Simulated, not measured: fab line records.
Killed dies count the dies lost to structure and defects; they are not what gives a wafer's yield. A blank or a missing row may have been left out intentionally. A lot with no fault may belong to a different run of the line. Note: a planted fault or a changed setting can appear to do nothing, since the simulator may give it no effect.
Code-filled problem report in 8D (eight disciplines) form	flow gf180mcu	the parts of the form that need people (team, actions taken, sign-off) are left out

## 1. WHAT WENT WRONG
cathodeDcPowerW at GF_M3_SPUTTER_04 reads a mean of 8093.1 W on 3 wafers of 3 lots; wafers without a fault read 6500.1 W with a standard deviation of 1.2. So: +99 or more standard deviations from the usual mean.
The step: material TiN, target thk 50 nm, time 41.7 s.
The first sign was on wafer L776.3 at day 27 05:35, on pvdSputter-01. The record holds 15 wafers of 7 lots with a number at this step. Rule for "out", or "out of limits": more than 4 standard deviations from the usual mean. All remaining wafers that have a number are taken as sound.

## 2. WHAT IT IS, AND WHAT IT ISN'T
question	is	is not
which readings at this step	cathodeDcPowerW	-
which lots	L776, L777, L779	L757, L758, L768, L778
which wafers of those lots	all that have a number	-
read on which tools	pvdSputter-01	pvdSputter-03
when	from day 27 05:35	up to then (9 sound wafers); but 3 sound wafers of L778 came after

## 3. THE SUSPECTS, EACH WITH WHAT RULES IT OUT
Counting: any tool at a process step up to the reading is kept as a suspect provided that every lot that is out went through it and no sound lot did after the first of them.
- cmp-01 at GF_V2_CMP_26 (polishes, stops on SiO2, t overpolish 15 s, target thk 0 nm): kept. It ran every lot that is out, first L776 (day 27 05:10), and no sound lot after that.
- pvdSputter-01 at GF_M3_SPUTTER_03 (material Ti, target thk 10 nm, time 6.7 s): kept. Every lot that is out went through it, starting with L776 (day 27 05:34), and after that it ran no sound lot; the last sound lot it ran before then is L758 (day 20 23:47).
- pvdSputter-01 at GF_M3_SPUTTER_04 (material TiN, target thk 50 nm, time 41.7 s): kept. Every lot that is out went through it, starting with L776 (day 27 05:35), and after that it ran no sound lot; the last sound lot it ran before then is L758 (day 20 23:48). On those wafers its own readings are out: cathodeDcPowerW.
Left after counting: cmp-01 at GF_V2_CMP_26, pvdSputter-01 at GF_M3_SPUTTER_03, pvdSputter-01 at GF_M3_SPUTTER_04.

## 4. THE CAUSE (what the simulator had put in)
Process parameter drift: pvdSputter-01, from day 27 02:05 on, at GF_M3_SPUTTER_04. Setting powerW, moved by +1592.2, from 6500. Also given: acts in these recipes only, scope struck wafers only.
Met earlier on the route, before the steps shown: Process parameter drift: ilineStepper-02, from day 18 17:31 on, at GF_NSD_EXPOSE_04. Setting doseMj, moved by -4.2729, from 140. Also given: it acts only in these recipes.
This tool is one of the 3 suspects left after counting.

## 5. SEQUENCE OF EFFECTS, ordered by route
Each row: a reading where the mean over the struck wafers with a number is more than 3 standard deviations away from the usual. Readings are gone through only where the record gives a usual standard deviation; hours: the median, over the lots, of the time from a lot's start at the first step in this table giving one to that lot's start at this step; sigmas: the change measured in usual standard deviations.
hours	step	reading	usual	on struck wafers	change	sigmas
0	GF_M3_SPUTTER_04	cathodeDcPowerW	6500.1 W	8093.1	+1593.0	+99 or more
It contains these process steps:
- GF_M3_SPUTTER_04: material TiN, target thk 50 nm, time 41.7 s.
Later measuring or inspecting steps at which every struck wafer that the step has a row for has a number for every such reading, and none has moved that far: GF_M3_RS_MEAS_05, GF_M3_THK_MEAS_06, GF_M3_CD_MEAS_14, GF_M3_OVL_MEAS_15, GF_V3_THK_MEAS_01, GF_V3_THK_MEAS_03, GF_V3_BOW_MEAS_05.

## 6. HOW IT WOULD HAVE BEEN CAUGHT EARLIER
The fault began at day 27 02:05; the first out-of-limits reading in this record came at day 27 05:35, 4 hours later.
